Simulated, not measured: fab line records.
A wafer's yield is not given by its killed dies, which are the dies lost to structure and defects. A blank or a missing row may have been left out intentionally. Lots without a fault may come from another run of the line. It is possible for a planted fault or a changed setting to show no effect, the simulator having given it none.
Which tool did it?	flow sky130	13 lots with 39 wafers sampled at 6 steps, on a route of 708 steps

WHAT THE GAUGES READ, wafer by wafer
SKY_LDD_N_OVL_MEAS_07.
lot	measured	on	LDD_N_OVL (nm)
L868	day 19 13:47	overlay-01	-1.8 0.6 -0.7
L872	day 20 15:10	overlay-01	-4.6 -2.7 -2.1
L874	day 20 20:41	overlay-02	-2.9 1.1 -2.1
L876	day 21 23:05	overlay-01	3.3 3.6 -0.2
L877	day 22 03:04	overlay-02	-0.2 -0.9 -0.9
L880	day 23 05:23	overlay-02	0.8 0.6 -0.6
L879	day 23 09:04	overlay-02	1.0 0.3 0.0
L882	day 24 03:50	overlay-02	1.3 -0.7 0.4
L886	day 24 18:13	overlay-02	0.1 2.1 1.6
L887	day 25 16:35	overlay-02	-0.1 1.2 1.4
L888	day 25 20:19	overlay-02	-1.9 0.6 0.0
L889	day 25 21:29	overlay-02	2.7 -0.2 3.5
L890	day 26 15:56	overlay-02	0.1 0.3 -1.1

SKY_POLY_CUT_OVL_MEAS_09.
lot	measured	on	POLY_CUT_OVL (nm)
L868	day 26 03:02	overlay-02	-4 0 -4
L872	day 27 01:32	overlay-01	7 3 14
L874	day 27 06:36	overlay-01	1 -6 9
L876	day 28 07:53	overlay-01	4 3 0
L877	day 28 10:44	overlay-02	4 1 0
L880	day 29 11:59	overlay-01	-4 -2 -4
L879	day 29 15:18	overlay-01	-11 -13 -13
L882	day 30 09:03	overlay-02	-4 6 -7
L886	day 31 00:01	overlay-02	3 0 7
L887	day 31 20:02	overlay-02	1 -9 -1
L888	day 32 00:47	overlay-02	-4 -7 -1
L889	day 32 02:15	overlay-01	-7 1 -7
L890	day 32 18:03	overlay-01	-4 0 -18

SKY_SD_P_CD_MEAS_07: the cd target is 380 nm.
lot	measured	on	cd-nm (nm)
L868	day 27 08:56	cd-sem-01	381.9 382.5 383.3
L872	day 28 06:25	cd-sem-02	379.0 376.4 378.3
L874	day 28 11:49	cd-sem-01	379.5 378.5 378.1
L876	day 29 11:53	cd-sem-02	378.6 378.8 380.4
L877	day 29 15:29	cd-sem-01	380.3 380.3 380.2
L880	day 30 16:49	cd-sem-02	381.8 380.5 383.7
L879	day 30 20:20	cd-sem-01	- - -
L882	day 31 13:17	cd-sem-01	375.5 377.6 376.4
L886	day 32 04:00	cd-sem-01	378.5 376.7 379.0
L887	day 32 22:45	cd-sem-02	378.3 376.6 378.3
L888	day 33 04:23	cd-sem-01	375.7 378.0 376.2
L889	day 33 05:56	cd-sem-01	377.6 377.1 376.8
L890	day 33 21:50	cd-sem-01	381.7 381.0 381.3

SKY_SD_P_TW_MEAS_11.
lot	measured	on	SD_P_TW
L868	day 27 09:20	film-metro-01	2745 2747 2745
L872	day 28 06:49	film-metro-02	2798 2795 2786
L874	day 28 12:14	film-metro-01	2748 2738 2745
L876	day 29 12:17	film-metro-04	2857 2848 2863
L877	day 29 15:53	film-metro-02	2800 2808 2795
L880	day 30 17:12	film-metro-02	2829 2830 2818
L879	day 30 20:44	film-metro-04	30 30 30
L882	day 31 13:41	film-metro-01	2779 2773 2770
L886	day 32 04:24	film-metro-02	2825 2812 2820
L887	day 32 23:09	film-metro-01	2719 2734 2736
L888	day 33 04:47	film-metro-02	2807 2803 2799
L889	day 33 06:20	film-metro-04	2843 2864 2868
L890	day 33 22:14	film-metro-02	2799 2818 2801

WHAT TOOL EACH LOT RAN ON (gives the tool, then ch and the chambers of the sampled wafers, and finally the start)
lot	SKY_SONOS_ONO_ETCH_15	SKY_SD_P_EXPOSE_04
L868	rie-diel-02 ch 1,2, day 14 02:23	iline-stepper-02 ch 0, day 26 19:28
L872	rie-diel-02 ch 2,3, day 15 03:05	iline-stepper-02 ch 0, day 27 16:25
L874	rie-diel-03 ch 0,1,2, day 15 10:05	iline-stepper-02 ch 0, day 27 22:55
L876	rie-diel-04 ch 1,2, day 16 09:50	iline-stepper-01 ch 0, day 28 22:11
L877	rie-diel-02 ch 0,1, day 16 12:29	iline-stepper-01 ch 0, day 29 02:13
L880	rie-diel-04 ch 2,3, day 17 17:17	iline-stepper-02 ch 0, day 30 01:58
L879	rie-diel-04 ch 1,2,3, day 17 17:52	iline-stepper-01 ch 0, day 30 06:08
L882	rie-diel-04 ch 1,2,3, day 18 15:27	iline-stepper-01 ch 0, day 30 22:58
L886	rie-diel-04 ch 0,2,3, day 19 07:31	iline-stepper-02 ch 0, day 31 15:02
L887	rie-diel-02 ch 0,1,3, day 20 07:13	iline-stepper-01 ch 0, day 32 09:31
L888	rie-diel-03 ch 0,1,2, day 20 09:35	iline-stepper-01 ch 0, day 32 14:38
L889	rie-diel-04 ch 1,2,3, day 20 10:47	iline-stepper-02 ch 0, day 32 16:19
L890	rie-diel-03 ch 1,3, day 21 06:17	iline-stepper-01 ch 0, day 33 07:46
- SKY_SONOS_ONO_ETCH_15: etches the open film in CHF3/O2, target depth 19.52 nm, time 7.8 s.
- SKY_SD_P_EXPOSE_04: exposes mask PSDM, target cd 380 nm.

AS READ BY THE TOOLS THEMSELVES (means over the sampled wafers that have a number; for cases with no such wafer, the mark the record gives instead)
SKY_SONOS_ONO_ETCH_15.
lot	tool	drypump-motor-current-A (A)	oes-product-au (a.u.)	throttle-valve-pct (%)
L868	rie-diel-02	5.7	0.993	8.818
L872	rie-diel-02	6.1	1.015	8.834
L874	rie-diel-03	5.6	1.010	8.831
L876	rie-diel-04	5.8	1.014	8.827
L877	rie-diel-02	5.7	1.002	8.840
L880	rie-diel-04	5.2	1.001	8.824
L879	rie-diel-04	5.3	0.998	8.830
L882	rie-diel-04	5.3	0.998	8.821
L886	rie-diel-04	5.5	1.012	8.831
L887	rie-diel-02	5.9	0.981	8.824
L888	rie-diel-03	5.6	1.011	8.834
L889	rie-diel-04	5.3	0.998	8.827
L890	rie-diel-03	6.0	0.997	8.824

THE ANSWER, worked out from the rows above alone
Rule: what is usual is taken from the lots themselves. Put in order of their means at a reading, lots are off if they are a third of the lots or fewer, leave a main group of 4 or more, and stand apart from it by a gap of 3 or more times the standard deviation of the main group's means; of several such gaps the widest counts. A main group whose means are all the same, to the digits that the tables above print for the reading, isn't used. A lot without any number at a reading at which 4 lots or more have one is off too. Where the step has rows for the other lots, those lots are counted as sound. The gauges are gone through in route order, then the tools' own readings, and for those a lot's mean is taken as printed above. At the first step where some lot is off, the reading lying furthest off is the one used; lots without a number count as furthest.
Off, at SKY_SD_P_CD_MEAS_07 on cd-nm: L879. Without a number there: L879. For the main group the mean is 379.0 nm and the standard deviation 2.
If a tool, at a process step before that reading, ran all the lots that are off and no sound lot after the first of them, it fits. Not tried: the gauges at SKY_SD_P_CD_MEAS_07; whatever is off there is also off at SKY_SD_P_TW_MEAS_11, on other tools, and gauge error can't account for it. No candidate that was tried fits.

WHAT HAD BEEN PUT IN BY THE SIMULATOR
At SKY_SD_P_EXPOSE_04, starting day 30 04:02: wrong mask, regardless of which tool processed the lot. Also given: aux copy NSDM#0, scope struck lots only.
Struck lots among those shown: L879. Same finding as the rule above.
